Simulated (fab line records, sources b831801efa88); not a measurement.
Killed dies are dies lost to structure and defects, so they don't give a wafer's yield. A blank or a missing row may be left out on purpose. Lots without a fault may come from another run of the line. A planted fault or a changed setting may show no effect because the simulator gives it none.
Chamber matching | flow sky130 | SKY_LI_CONTACT_HDPCVD_00 on hdpcvd-02: 3 sister chambers
The step deposits PSG, target thk 930 nm, time 155 s. 3 wafers are shown with their chamber, then 7 later ones without.

WAFERS WITH THEIR CHAMBER
wafer  | chamber | run_length_s (s)
L466.2 | 0       | 183.2
L468.2 | 2       | 183.8
L468.4 | 1       | 183.7

WAFERS WITHOUT THEIR CHAMBER
wafer  | run_length_s (s)
L468.5 | 184.2
L470.1 | 184.5
L470.2 | 183.6
L470.5 | 183.8
L471.1 | 184.2
L471.2 | 184.1
L471.4 | 183.9

WHICH CHAMBER EACH WENT THROUGH
wafer  | from the rows above          | in truth
L468.5 | can't be placed: 2 or 1 or 0 | 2
L470.1 | can't be placed: 2 or 1 or 0 | 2
L470.2 | can't be placed: 1 or 2 or 0 | 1
L470.5 | can't be placed: 2 or 1 or 0 | 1
L471.1 | can't be placed: 2 or 1 or 0 | 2
L471.2 | can't be placed: 2 or 1 or 0 | 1
L471.4 | can't be placed: 2 or 1 or 0 | 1
Placed correctly: 0 of 7. Can't be placed from these rows: 7 (the true chamber is among the candidates in 7). Placed wrongly: 0.
How it was worked out, from the rows above alone: a wafer's distance from a chamber is the root of the sum, over the readings, of the square of ((its reading less the chamber's mean) divided by the reading's scatter). The wafer belongs to the nearest chamber; if the next one is less than 2 further off, it can't be placed. A chamber's mean is the mean of its shown wafers. The scatter: with one shown wafer a chamber, the root of the mean of the squares of how far each hidden wafer lies from its nearest shown one.
